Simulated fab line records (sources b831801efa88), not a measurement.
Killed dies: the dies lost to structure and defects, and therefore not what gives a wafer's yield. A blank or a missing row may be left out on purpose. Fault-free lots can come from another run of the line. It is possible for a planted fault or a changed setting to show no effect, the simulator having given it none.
fab line records -- flow sky130
[record] lots = 7, wafers = 21, lastDay = 50
route steps=708 shown GATE_OXIDE@201 POLY_GATE@204 RES_PROTECT@206 PAD_OPEN@708
lots with no fault: from the same line, run without faults
startH: hours from the record's first day to the start of the lot's first wafer shown -- waitH: hours from the lot's prior step to this one -- " repeats the value in the row above -- L1.1+2: several wafers, shown together as one row -- - value missing, or start not given -- * or withheld: withheld -- < > ~ a bound
route shown NAME@n: names a module that has steps shown in the file, with the first one's number in the route -- usual: the fault-free wafers' mean and standard deviation -- same: alike in all rows -- chamber/n: place in a boat -- sites: per-site readings -- _std_site: how widely they spread, as a standard deviation -- _edge_site: mean of outer sites minus mean of inner sites -- radiusMm: for every site, how far away it sits from the centre of the wafer -- mask NAME#n: copy n -- behind: the most recent tool/chamber to have shaped the wafer -- hold: why the lot went on hold/how many hours it stayed there/how the hold came to an end -- device: the transistor (n, p or np) that didn't switch -- end of line: the tests these same wafers got at the end of their route -- a step without rows: its recipe alone -- killed: the dies lost at the first sort to structure and to defects; this is not the yield of the wafer -- map: dies across one wafer; x = killed, . = not, _ = none there
set.NAME: the setting as run; set.NAME@STEP: as run at that earlier step -- model.NAME: the simulator's own value behind a step, which no gauge read
lots at selected steps of the route; one table per step, one row per wafer
services: from which hour (startH, from the record's first day; less than 0 if before it) a tool's chamber was out of use, for how many hours, and why
[[steps]]
[step SKY_GATE_OXIDE_TW_MEAS_14]
[usual] GATE_OXIDE_TW = 221.3/2.2
lot.wafer,tool,chamber,startH,waitH,GATE_OXIDE_TW
L161.1,filmMetro-01,-,339.63,0.1,219.0
L161.2,filmMetro-01,-,339.63,0.1,219.3
L161.3,filmMetro-01,-,339.63,0.1,221.1
L165.2,filmMetro-04,-,375.47,0.1,218.9
L165.3,filmMetro-04,-,375.47,0.1,219.8
L165.6,filmMetro-04,-,375.47,0.1,218.4
L166.3,filmMetro-02,-,402.40,0.1,224.2
L166.5,filmMetro-02,-,402.40,0.1,224.4
L166.6,filmMetro-02,-,402.40,0.1,225.3
L175.2,filmMetro-02,-,469.92,0.1,223.5
L175.4,filmMetro-02,-,469.92,0.1,222.8
L175.5,filmMetro-02,-,469.92,0.1,223.4
L176.2,filmMetro-01,-,473.54,0.1,221.8
L176.3,filmMetro-01,-,473.54,0.1,219.8
L176.6,filmMetro-01,-,473.54,0.1,219.7
L177.4,filmMetro-02,-,482.85,0.1,224.5
L177.5,filmMetro-02,-,482.85,0.1,224.0
L177.6,filmMetro-02,-,482.85,0.1,223.9
L180.2,filmMetro-04,-,508.82,0.1,221.9
L180.3,filmMetro-04,-,508.82,0.1,220.4
L180.5,filmMetro-04,-,508.82,0.1,220.3
[step SKY_GATE_OXIDE_CLEAN_15]
[recipe] chemistry = SC1/SC2, mix = 1:4:20, tempC = 70, timeS = 150, dry = n2Spin
[step SKY_GATE_OXIDE_OXIDATION_16]
[recipe] tempC = 800, ambient = O2, idleTempC = 700, rampUpCPerMin = 10, rampDownCPerMin = 3, stabiliseS = 600, purgeS = 300, targetThkA = 35.7, oxTimeS = 1915
[step SKY_POLY_GATE_CVD_00]
[recipe] material = poly-Si, targetThkNm = 180, tempC = 620, timeS = 720, pressureMtorr = 200
[step SKY_POLY_GATE_THK_MEAS_01]
[recipe] reads = poly-Si_of_POLY_GATE_CVD_00
[usual] POLY_GATE_CVD_00_THK = 180.1/1.6
lot.wafer,tool,chamber,startH,waitH,POLY_GATE_CVD_00_THK[nm]
L161.1,filmMetro-01,-,343.08,0.0,181.3
L161.2,filmMetro-01,-,343.08,0.0,180.8
L161.3,filmMetro-01,-,343.08,0.0,182.0
L165.2,filmMetro-03,-,379.21,0.0,178.3
L165.3,filmMetro-03,-,379.21,0.0,178.5
L165.6,filmMetro-03,-,379.21,0.0,179.2
L166.3,filmMetro-04,-,405.78,0.0,179.3
L166.5,filmMetro-04,-,405.78,0.0,179.2
L166.6,filmMetro-04,-,405.78,0.0,178.5
L175.2,filmMetro-03,-,472.93,0.0,181.3
L175.4,filmMetro-03,-,472.93,0.0,181.1
L175.5,filmMetro-03,-,472.93,0.0,181.0
L176.2,filmMetro-03,-,476.38,0.0,179.4
L176.3,filmMetro-03,-,476.38,0.0,180.4
L176.6,filmMetro-03,-,476.38,0.0,179.6
L177.4,filmMetro-03,-,485.69,0.0,181.1
L177.5,filmMetro-03,-,485.69,0.0,179.8
L177.6,filmMetro-03,-,485.69,0.0,180.6
L180.2,filmMetro-03,-,511.66,0.0,181.8
L180.3,filmMetro-03,-,511.66,0.0,180.8
L180.5,filmMetro-03,-,511.66,0.0,180.5
[step SKY_RES_PROTECT_DEHYDRATE_00]
[recipe] tempC = 200, timeS = 60
[step SKY_RES_PROTECT_HMDS_01]
[recipe] primeTimeS = 60, primeTempC = 120
[step SKY_RES_PROTECT_COAT_02]
[recipe] resist = NOVOLAK, spinRpm = 3000, resistThkNm = 1140
[step SKY_RES_PROTECT_SOFTBAKE_03]
[recipe] tempC = 90, timeS = 60, resist = NOVOLAK
[step SKY_RES_PROTECT_EXPOSE_04]
[recipe] maskId = RPM, na = 0.6, sourceShape = conventional, sigmaOuter = 0.6, polarization = unpolarized, targetCdNm = 1270, doseMj = 131
[step SKY_RES_PROTECT_PEB_05]
[recipe] tempC = withheld, timeS = *, resist = NOVOLAK
[step SKY_RES_PROTECT_DEVELOP_06]
[recipe] resist = NOVOLAK, developer = TMAH, developTimeS = 60, devTempC = 23
[step SKY_POLY_GATE_IMPLANT_02]
[recipe] species = P, energyKev = 30, doseCm2 = 7.7e+15, tiltDeg = 0
[usual] beamEnergyKeV = 30.002/0.0086, beamOnS = 34/3.8
lot.wafer,tool,chamber,startH,waitH,beamEnergyKeV,beamOnS
L161.1,implanter-02,0,371.77,0.1,30.016,38
L161.2,implanter-02,0,371.77,0.1,30.012,37
L161.3,implanter-02,0,371.77,0.1,30.002,37
L161.1,implanter-02,0,372.22,0.4,29.996,37
L161.2,implanter-02,0,372.22,0.4,29.994,38
L161.3,implanter-02,0,372.22,0.4,30.023,39
L165.2,implanter-03,0,407.50,0.1,30.004,30
L165.3,implanter-03,0,407.50,0.1,29.995,28
L165.6,implanter-03,0,407.50,0.1,30.007,29
L165.2,implanter-03,0,407.82,0.3,30.015,29
L165.3,implanter-03,0,407.82,0.3,29.999,29
L165.6,implanter-03,0,407.82,0.3,29.992,28
L166.3,implanter-03,0,434.77,0.1,30.001,29
L166.5,implanter-03,0,434.77,0.1,29.991,29
L166.6,implanter-03,0,434.77,0.1,29.989,28
L166.3,implanter-03,0,435.09,0.3,30.012,29
L166.5,implanter-03,0,435.09,0.3,29.999,29
L166.6,implanter-03,0,435.09,0.3,30.001,28
L175.2,implanter-01,0,504.20,0.1,30.012,37
L175.4,implanter-01,0,504.20,0.1,30.007,35
L175.5,implanter-01,0,504.20,0.1,30.019,36
L176.2,implanter-03,0,508.14,0.1,30.005,29
L176.3,implanter-03,0,508.14,0.1,30.009,29
L176.6,implanter-03,0,508.14,0.1,29.999,30
L177.4,implanter-03,0,516.45,0.1,30.021,28
L177.5,implanter-03,0,516.45,0.1,30.019,29
L177.6,implanter-03,0,516.45,0.1,30.001,29
L180.2,implanter-01,0,542.22,0.2,30.016,35
L180.3,implanter-01,0,542.22,0.2,30.012,36
L180.5,implanter-01,0,542.22,0.2,30.000,37
[step SKY_RES_PROTECT_STRIP_07]
[recipe] chemistry = O2/N2, powerW = 1400, pressureMtorr = 1500, platenTempC = withheld, o2FlowSccm = 3000, n2FlowSccm = 300, overashFraction = 0.5
[usual] drypumpMotorCurrentA = 5.8/0.6, oesProductAu = 0.518/0.0047, stripTimeToEndpointS = 23.30/0.045
lot.wafer,tool,chamber,startH,waitH,drypumpMotorCurrentA,oesProductAu,rfHoursCounterH,stripTimeToEndpointS
L161.1,plasmaAsher-01,0,372.37,0.1,5.2,0.493,68,25.15
L161.2,plasmaAsher-01,1,372.37,0.1,5.5,0.493,68,25.12
L161.3,plasmaAsher-01,1,372.37,0.1,5.5,0.502,-,25.12
L165.2,plasmaAsher-03,1,407.94,0.1,5.3,0.496,69,25.12
L165.3,plasmaAsher-03,0,407.94,0.1,5.9,0.508,-,25.21
L165.6,plasmaAsher-03,1,407.94,0.1,5.4,0.500,-,25.15
L166.3,plasmaAsher-04,1,435.22,0.1,5.3,0.499,-,25.09
L166.5,plasmaAsher-04,0,435.22,0.1,6.8,0.493,-,25.10
L166.6,plasmaAsher-04,1,435.22,0.1,5.3,0.503,-,25.08
L175.2,plasmaAsher-03,1,504.32,0.1,5.4,0.519,79,23.31
L175.4,plasmaAsher-03,1,504.32,0.1,5.3,0.511,-,23.28
L175.5,plasmaAsher-03,0,504.32,0.1,5.8,0.516,-,23.27
L176.2,plasmaAsher-04,1,508.27,0.1,5.3,0.521,70,23.34
L176.3,plasmaAsher-04,1,508.27,0.1,5.3,0.520,-,23.33
L176.6,plasmaAsher-04,0,508.27,0.1,6.8,0.514,-,23.33
L177.4,plasmaAsher-04,0,516.56,0.1,6.8,0.514,-,23.36
L177.5,plasmaAsher-04,0,516.56,0.1,6.8,0.514,-,23.34
L177.6,plasmaAsher-04,1,516.56,0.1,5.3,0.513,-,23.29
L180.2,plasmaAsher-03,0,542.34,0.1,5.9,0.522,83,23.36
L180.3,plasmaAsher-03,0,542.34,0.1,5.8,0.513,-,23.32
L180.5,plasmaAsher-03,0,542.34,0.1,5.8,0.513,-,23.32
[step SKY_RES_PROTECT_TW_MEAS_08]
[usual] POLY_GATE_TW = 3999/29
lot.wafer,tool,chamber,startH,waitH,POLY_GATE_TW
L161.1,filmMetro-02,-,372.47,0.1,4153
L161.2,filmMetro-02,-,372.47,0.1,4131
L161.3,filmMetro-02,-,372.47,0.1,4159
L161.1,filmMetro-02,-,372.73,0.3,4121
L161.2,filmMetro-02,-,372.73,0.3,4150
L161.3,filmMetro-02,-,372.73,0.3,4143
L165.2,filmMetro-02,-,408.05,0.1,4151
L165.3,filmMetro-02,-,408.05,0.1,4174
L165.6,filmMetro-02,-,408.05,0.1,4159
L165.2,filmMetro-02,-,408.38,0.3,4157
L165.3,filmMetro-02,-,408.38,0.3,4133
L165.6,filmMetro-02,-,408.38,0.3,4126
L166.3,filmMetro-02,-,435.31,0.1,4197
L166.5,filmMetro-02,-,435.31,0.1,4159
L166.6,filmMetro-02,-,435.31,0.1,4154
L166.3,filmMetro-02,-,435.64,0.3,4140
L166.5,filmMetro-02,-,435.64,0.3,4162
L166.6,filmMetro-02,-,435.64,0.3,4150
L175.2,filmMetro-04,-,504.43,0.1,3975
L175.4,filmMetro-04,-,504.43,0.1,3965
L175.5,filmMetro-04,-,504.43,0.1,4000
L176.2,filmMetro-03,-,508.38,0.1,3982
L176.3,filmMetro-03,-,508.38,0.1,3996
L176.6,filmMetro-03,-,508.38,0.1,3990
L177.4,filmMetro-03,-,516.65,0.1,3986
L177.5,filmMetro-03,-,516.65,0.1,3992
L177.6,filmMetro-03,-,516.65,0.1,3991
L180.2,filmMetro-02,-,542.45,0.1,3983
L180.3,filmMetro-02,-,542.45,0.1,4002
L180.5,filmMetro-02,-,542.45,0.1,4000
[step SKY_RES_PROTECT_CLEAN_09]
[recipe] chemistry = SC1/SC2, mix = 1:4:20, tempC = 70, timeS = 150, dry = n2Spin
[step SKY_PAD_OPEN_PROBE_99]
[usual] killed_at_M0_to_M3 = 43/6.6, killed_at_M4_up = 3.2/1.9, killedAtContacts = 25/5.3, killedAtFrontEnd = 16/4.5, killedAtOther = 0.3/0.63, killedDies = 87/8.9, killedOpen = 48/7.9, killedShort = 39/5.3
[same] grossDies = 492, killedAtBackSide = 0
lot.wafer,tool,chamber,startH,waitH,killed_at_M0_to_M3,killed_at_M4_up,killedAtContacts,killedAtFrontEnd,killedAtOther,killedDies,killedOpen,killedShort,model.etest.resPoly.lineOhmUm,model.etest.liconPoly.rcOhm,model.etest.resPoly.rsOhmSq
L161.1,prober-01,-,1095.89,0.1,39,5,27,16,0,87,47,40,398.2,102.8,34.94
L161.2,prober-01,-,1095.94,0.1,33,3,28,16,0,80,41,39,397,104.7,35.62
L161.3,prober-01,-,1095.99,0.2,36,2,22,12,1,73,41,31,382.5,110.6,35.44
L165.2,prober-01,-,1119.29,0.1,47,2,24,19,1,93,53,40,351.4,107.3,35.28
L165.3,prober-01,-,1119.34,0.2,51,2,19,16,0,88,48,39,356.5,106.3,35.43
L165.6,prober-01,-,1119.49,0.2,36,2,26,11,0,75,34,41,369.4,107.6,35.74
L166.3,prober-02,-,1139.60,0.2,48,2,22,12,0,84,43,41,371.5,110.5,36.46
L166.5,prober-02,-,1139.70,0.2,37,2,27,10,0,76,43,33,374,107.5,36.06
L166.6,prober-02,-,1139.75,0.2,44,5,34,13,0,96,63,33,373,111.1,36.5
L175.2,prober-01,-,1178.34,0.1,40,4,22,20,1,87,40,46,486.8,156,46.99
L175.4,prober-01,-,1178.44,0.2,39,3,34,11,0,87,45,42,515.6,159.5,47.61
L175.5,prober-01,-,1178.49,0.2,38,5,23,15,1,82,45,37,499.9,148.9,47.25
L176.2,prober-02,-,1180.03,0.1,45,2,23,14,0,84,56,28,496,150.8,47.17
L176.3,prober-02,-,1180.08,0.2,47,1,27,18,0,93,45,48,495.2,149.3,46.84
L176.6,prober-02,-,1180.23,0.2,32,1,27,16,0,76,37,38,477.5,150,47.45
L177.4,prober-01,-,1183.85,0.2,29,8,26,6,0,69,36,33,517,153.8,47.72
L177.5,prober-01,-,1183.90,0.2,51,8,36,7,0,102,62,40,512.4,158.8,47.53
L177.6,prober-01,-,1183.95,0.2,38,3,25,18,0,84,49,35,526.7,154.2,47.72
L180.2,prober-02,-,1202.00,0.1,39,0,26,17,0,82,41,39,477.8,148.3,48.01
L180.3,prober-02,-,1202.05,0.2,38,2,30,11,1,82,45,37,478.4,148.9,47.24
L180.5,prober-02,-,1202.15,0.2,56,3,27,13,0,99,57,42,486.1,155.3,47.7
// killed by level:class
L161.1 VIA1:geometricParticle:open=13 CONTACT:geometricParticle:open=8 CONTACT:geometricParticle:short=8 METAL2:geometricParticle:short=7 LOCAL_INTERCONNECT:geometricParticle:short=6 VIA2:geometricParticle:open=6 FIELD_ISO:geometricParticle:open=4 SPACER:geometricParticle:open=3
L161.2 VIA1:geometricParticle:open=10 CONTACT:geometricParticle:open=9 LI_CONTACT:geometricParticle:open=7 LOCAL_INTERCONNECT:geometricParticle:short=7 FIELD_ISO:geometricParticle:open=5 METAL1:geometricParticle:short=5 VIA2:geometricParticle:short=5 METAL2:geometricParticle:short=4
L161.3 VIA1:geometricParticle:open=10 CONTACT:geometricParticle:open=8 CONTACT:geometricParticle:short=5 LI_CONTACT:geometricParticle:open=5 VIA2:geometricParticle:short=5 POLY_GATE:geometricParticle:open=4 VIA1:geometricParticle:short=4 METAL2:geometricParticle:short=4
L165.2 VIA1:geometricParticle:open=11 VIA2:geometricParticle:open=10 CONTACT:geometricParticle:open=8 FIELD_ISO:geometricParticle:open=7 LI_CONTACT:geometricParticle:open=7 POLY_GATE:geometricParticle:short=6 VIA1:geometricParticle:short=5 METAL3:geometricParticle:short=5
L165.3 VIA2:geometricParticle:open=14 VIA1:geometricParticle:open=8 FIELD_ISO:geometricParticle:short=6 LOCAL_INTERCONNECT:geometricParticle:short=6 METAL2:geometricParticle:short=6 CONTACT:geometricParticle:open=6 VIA3:geometricParticle:open=5 VIA1:geometricParticle:short=5
L165.6 LI_CONTACT:geometricParticle:open=11 METAL3:geometricParticle:short=7 CONTACT:geometricParticle:short=6 VIA1:geometricParticle:open=6 METAL2:geometricParticle:short=5 CONTACT:geometricParticle:open=5 METAL1:geometricParticle:short=5 VIA1:geometricParticle:short=4
L166.3 VIA1:geometricParticle:open=15 CONTACT:geometricParticle:short=8 METAL2:geometricParticle:short=7 METAL1:geometricParticle:short=6 CONTACT:geometricParticle:open=5 VIA2:geometricParticle:open=5 VIA1:geometricParticle:short=4 LI_CONTACT:geometricParticle:open=4
L166.5 CONTACT:geometricParticle:open=9 VIA1:geometricParticle:open=9 VIA3:geometricParticle:open=7 LI_CONTACT:geometricParticle:open=6 VIA2:geometricParticle:open=5 LOCAL_INTERCONNECT:geometricParticle:short=4 METAL1:geometricParticle:short=4 METAL2:geometricParticle:short=4
L166.6 VIA2:geometricParticle:open=12 VIA1:geometricParticle:open=10 CONTACT:geometricParticle:open=10 VIA3:geometricParticle:open=10 LI_CONTACT:geometricParticle:open=8 LOCAL_INTERCONNECT:geometricParticle:short=8 METAL1:geometricParticle:short=5 POLY_GATE:geometricParticle:open=4
L175.2 FIELD_ISO:geometricParticle:short=12 CONTACT:geometricParticle:open=11 CONTACT:geometricParticle:short=7 VIA3:geometricParticle:open=7 VIA2:geometricParticle:open=6 METAL1:geometricParticle:short=6 VIA1:geometricParticle:open=6 METAL2:geometricParticle:short=5
L175.4 CONTACT:geometricParticle:open=14 CONTACT:geometricParticle:short=8 LI_CONTACT:geometricParticle:open=7 METAL3:geometricParticle:short=7 VIA1:geometricParticle:short=6 VIA1:geometricParticle:open=6 METAL1:geometricParticle:short=5 METAL2:geometricParticle:short=4
L175.5 CONTACT:geometricParticle:open=12 VIA2:geometricParticle:open=8 VIA1:geometricParticle:open=7 METAL1:geometricParticle:short=5 FIELD_ISO:geometricParticle:open=4 CONTACT:geometricParticle:short=4 LI_CONTACT:geometricParticle:short=4 METAL2:geometricParticle:short=4
L176.2 VIA1:geometricParticle:open=17 CONTACT:geometricParticle:open=10 VIA2:geometricParticle:open=8 LI_CONTACT:geometricParticle:open=6 METAL1:geometricParticle:short=5 VIA3:geometricParticle:open=5 POLY_GATE:geometricParticle:short=4 LOCAL_INTERCONNECT:geometricParticle:short=3
L176.3 VIA1:geometricParticle:open=12 VIA1:geometricParticle:short=8 CONTACT:geometricParticle:open=8 LI_CONTACT:geometricParticle:open=7 POLY_GATE:geometricParticle:short=7 METAL2:geometricParticle:short=6 LOCAL_INTERCONNECT:geometricParticle:short=5 METAL1:geometricParticle:short=5
L176.6 LI_CONTACT:geometricParticle:open=11 VIA3:geometricParticle:open=9 FIELD_ISO:geometricParticle:short=6 LOCAL_INTERCONNECT:geometricParticle:short=6 METAL2:geometricParticle:short=5 VIA1:geometricParticle:short=5 FIELD_ISO:geometricParticle:open=4 CONTACT:geometricParticle:open=4
L177.4 VIA1:geometricParticle:open=9 CONTACT:geometricParticle:open=7 LI_CONTACT:geometricParticle:open=6 LOCAL_INTERCONNECT:geometricParticle:short=5 METAL2:geometricParticle:short=5 METAL4:geometricParticle:short=5 CONTACT:geometricParticle:short=4 METAL1:geometricParticle:short=3
L177.5 LI_CONTACT:geometricParticle:open=19 VIA1:geometricParticle:open=11 VIA2:geometricParticle:open=10 METAL2:geometricParticle:short=8 CONTACT:geometricParticle:open=7 METAL1:geometricParticle:short=6 METAL4:geometricParticle:short=5 CONTACT:geometricParticle:short=4
L177.6 CONTACT:geometricParticle:open=14 VIA1:geometricParticle:open=10 METAL1:geometricParticle:short=7 VIA2:geometricParticle:open=6 FIELD_ISO:geometricParticle:short=5 METAL2:geometricParticle:short=5 LI_CONTACT:geometricParticle:open=4 FIELD_ISO:geometricParticle:open=3
L180.2 CONTACT:geometricParticle:open=8 FIELD_ISO:geometricParticle:short=6 LI_CONTACT:geometricParticle:open=6 METAL1:geometricParticle:short=6 METAL2:geometricParticle:short=6 VIA2:geometricParticle:open=6 VIA3:geometricParticle:open=5 VIA1:geometricParticle:open=4
L180.3 CONTACT:geometricParticle:open=9 LI_CONTACT:geometricParticle:open=8 VIA1:geometricParticle:open=7 VIA3:geometricParticle:open=7 LI_CONTACT:geometricParticle:short=5 METAL2:geometricParticle:short=5 LOCAL_INTERCONNECT:geometricParticle:short=5 METAL1:geometricParticle:short=5
L180.5 VIA1:geometricParticle:open=17 LI_CONTACT:geometricParticle:open=10 METAL1:geometricParticle:short=8 METAL2:geometricParticle:short=7 VIA3:geometricParticle:open=6 LOCAL_INTERCONNECT:geometricParticle:short=6 CONTACT:geometricParticle:short=5 POLY_GATE:geometricParticle:open=4
[[services]]
tool,chamber,startH,hours,kind
plasmaAsher-03,-,366.31,15.6,pm
implanter-01,-,385.71,2.5,repair
implanter-01,-,399.68,3.1,pm
implanter-03,-,415.68,1.4,repair
plasmaAsher-01,-,421.25,9.0,pm
plasmaAsher-01,0,421.25,9.0,ventCycle
plasmaAsher-01,1,421.25,9.0,ventCycle
plasmaAsher-01,0,430.25,-,clean
plasmaAsher-01,1,430.25,-,clean
implanter-01,-,442.33,9.2,repair
implanter-02,-,445.32,4.7,repair
plasmaAsher-03,-,452.97,1.3,repair
implanter-03,-,466.57,2.0,repair
implanter-03,-,470.46,4.5,pm
plasmaAsher-04,-,472.09,0.7,repair
implanter-01,-,501.31,1.6,repair
implanter-02,-,516.48,2.9,pm
implanter-02,-,537.17,5.1,repair
[[key]]
[firstSign] step = SKY_POLY_GATE_IMPLANT_02, reading = visit, direction = added
[effect] step = SKY_RES_PROTECT_STRIP_07, reading = stripTimeToEndpointS, direction = up, sigmas = 41, usual = *, struck = *
[effect] step = SKY_RES_PROTECT_TW_MEAS_08, reading = visit, direction = added
[effect] step = SKY_RES_PROTECT_TW_MEAS_08, reading = POLY_GATE_TW, direction = up, sigmas = 5.5, usual = 3999, struck = 4160
[modelEffect] step = SKY_PAD_OPEN_PROBE_99, value = etest.resPoly.lineOhmUm, without = 505.1, struck = 374.8
metAt SKY_POLY_GATE_IMPLANT_02
struckWafers L161.1,L161.2,L161.3,L165.2,L165.3,L165.6,L166.3,L166.5,L166.6
testerLeftOut L161,L165,L166
[fault] kind = repeatedStepWhole, tool = implanter-01,implanter-02,implanter-03, chamber = -, onsetH = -, steps = SKY_POLY_GATE_IMPLANT_02, times = 1, scope = struckLotsOnly
// testerLeftOut: of these lots the tester's yield and bins aren't shown, on N5 and GAA mostly nor the transistor test; their killed dies are dies lost to structure and defects alone, not to doping, threshold or leakage, so they don't give the yield
